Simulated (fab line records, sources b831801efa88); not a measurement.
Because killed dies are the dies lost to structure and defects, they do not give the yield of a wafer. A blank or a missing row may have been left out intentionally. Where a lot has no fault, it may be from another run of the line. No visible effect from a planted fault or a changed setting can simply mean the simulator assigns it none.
Problem report, 8D (eight disciplines) form, completed by code | flow sky130 | the parts of the form that need people (team, actions taken, sign-off) are left out

1. THE PROBLEM
At SKY_VT_ADJUST_LVTN_DEVELOP_17, developer_temp_C averages 25.34 C over 6 wafers from 2 lots, while fault-free wafers read 23.02 C, standard deviation 0.11. Relative to the usual mean, that is a shift of +21 standard deviations.
The step: develop time 60 s.
The first sign was on wafer L979.1 at day 11 15:01, on litho_track-03. Wafers with a number at this step in the record: 39, from 13 lots. Rule for "out" (also "out of limits"): further than 4 standard deviations from the usual mean. Any other wafer with a number is counted as sound.

2. WHAT IT IS, WHAT IT ISN'T
question                    | is                     | is not
which readings at this step | developer_temp_C       | -
which lots                  | L979, L982             | L967, L968, L969, L970, L971, L974, L975, L976, L987, L988, L989
which wafers of those lots  | all that have a number | -
read on which tools         | litho_track-03         | litho_track-01, litho_track-02
when                        | from day 11 15:01      | up to then (24 sound wafers); but 9 sound wafers of L987, L988, L989 came after

3. WHAT RULES OUT EACH SUSPECT
Counting: a tool stays on the suspect list if, at a process step up to the reading, it processed all lots that are out and no sound lot following the first of them.
- litho_track-03 at SKY_VT_ADJUST_LVTN_DEVELOP_17 (develop time 60 s): kept. Every lot that is out went through it, starting with L979 (day 11 15:01), and after that it ran no sound lot; the last sound lot it ran before then is L975 (day 10 03:40). On those wafers its own readings are out: developer_temp_C.
The count leaves litho_track-03 at SKY_VT_ADJUST_LVTN_DEVELOP_17.

4. THE CAUSE (what the simulator had put in)
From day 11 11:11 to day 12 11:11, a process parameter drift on litho_track-03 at SKY_VT_ADJUST_LVTN_DEVELOP_17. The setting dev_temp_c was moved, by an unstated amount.
This tool alone remained once counting was done.

5. SEQUENCE OF EFFECTS, ordered by route
One row per reading whose mean, taken over the struck wafers that have a number, lies over 3 standard deviations from the usual. Scope: only readings with a usual standard deviation given in the record; hours: median across lots of the time from each lot's start at the first step in this table that gives one to its start at this step; sigmas: change in usual standard deviations.
hours | step                          | reading          | usual   | on struck wafers | change | sigmas
0     | SKY_VT_ADJUST_LVTN_DEVELOP_17 | developer_temp_C | 23.02 C | 25.34            | +2.32  | +21
The process steps in it:
- SKY_VT_ADJUST_LVTN_DEVELOP_17: develop time 60 s.
At these later measuring or inspecting steps, every struck wafer for which the step has a row has a number for every such reading, and none has moved that far: SKY_VT_ADJUST_HVTR_CD_MEAS_07.

6. HOW IT WOULD HAVE BEEN CAUGHT EARLIER
First out-of-limits reading in this record: day 11 15:01, which is 4 hours after fault onset at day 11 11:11.
